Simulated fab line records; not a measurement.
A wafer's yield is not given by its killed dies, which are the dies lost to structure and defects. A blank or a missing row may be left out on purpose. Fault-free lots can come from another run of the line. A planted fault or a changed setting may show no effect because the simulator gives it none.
A single fault, viewed from 2 desks ; flow sfq_line ; only its own numbers are on each desk; what lay behind them is given at the end

== TOOL OWNER'S DESK, litho_track-01 ==
The tool's own readings at SFQ_TRILAYER_I1_VIA_LITHO_COAT_054 (resist thk 62 nm): means of the sampled wafers that have a number, for each lot that ran on this tool. Any lot whose mean is over 4 standard deviations away from the usual mean is out of limits and marked OUT; that distance is given in the brackets.
Columns: A = spin_speed_rpm at SFQ_TRILAYER_I1_VIA_LITHO_COAT_054, usual 3000.3 rpm
lot;first seen here;A
L926;day 15 04:21;3000.8
L933;day 17 12:24;2856.0 (-72) OUT
L935;day 17 17:51;2857.3 (-72) OUT
This desk's verdict: out of limits on L933, L935, starting with L933 at day 17 12:24 (spin_speed_rpm at SFQ_TRILAYER_I1_VIA_LITHO_COAT_054). L926: within limits.

== FROM THE METROLOGY DESK ==
What the gauges read, lot by lot, whatever tool the lot ran on: means of the sampled wafers that have a number. Any lot whose mean is over 4 standard deviations away from the usual mean is out of limits and marked OUT; that distance is given in the brackets.
Columns: A = M1_OVL at SFQ_M1_OVL_MEAS_911, usual 1 nm; B = I1_BOW at SFQ_I1_BOW_MEAS_912, usual 4 um; C = I1_OVL at SFQ_I1_OVL_MEAS_913, usual -2 nm
lot;first seen here;A;B;C
L923;day 13 17:37;-6;-0;-2
L926;day 14 21:13;-0;10;3
L933;day 17 06:02;1;1;1
L935;day 17 09:40;2;2;-2
L940;day 19 16:45;6;2;2
L941;day 19 19:08;9;-1;-1
Finding of this desk: none of the 6 lots has anything out of limits.

== TAKEN TOGETHER ==
At day 17 12:24, on L933, L935, the tool owner's desk was in a position to raise an alarm.
From the metrology desk's view, nothing was out of limits.
The metrology desk holds a record of L933, L935, inside its limits.
Every lot named ran SFQ_TRILAYER_I1_VIA_LITHO_COAT_054 on litho_track-01.

== WHAT THE SIMULATOR HAD INSERTED ==
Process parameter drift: litho_track-01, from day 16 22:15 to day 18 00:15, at SFQ_TRILAYER_I1_VIA_LITHO_COAT_054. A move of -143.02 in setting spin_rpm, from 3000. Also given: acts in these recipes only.
Struck lots among those shown: L933, L935.
How many hours passed from the start of the fault until each desk's first out-of-limits reading: the tool owner's desk, 14.
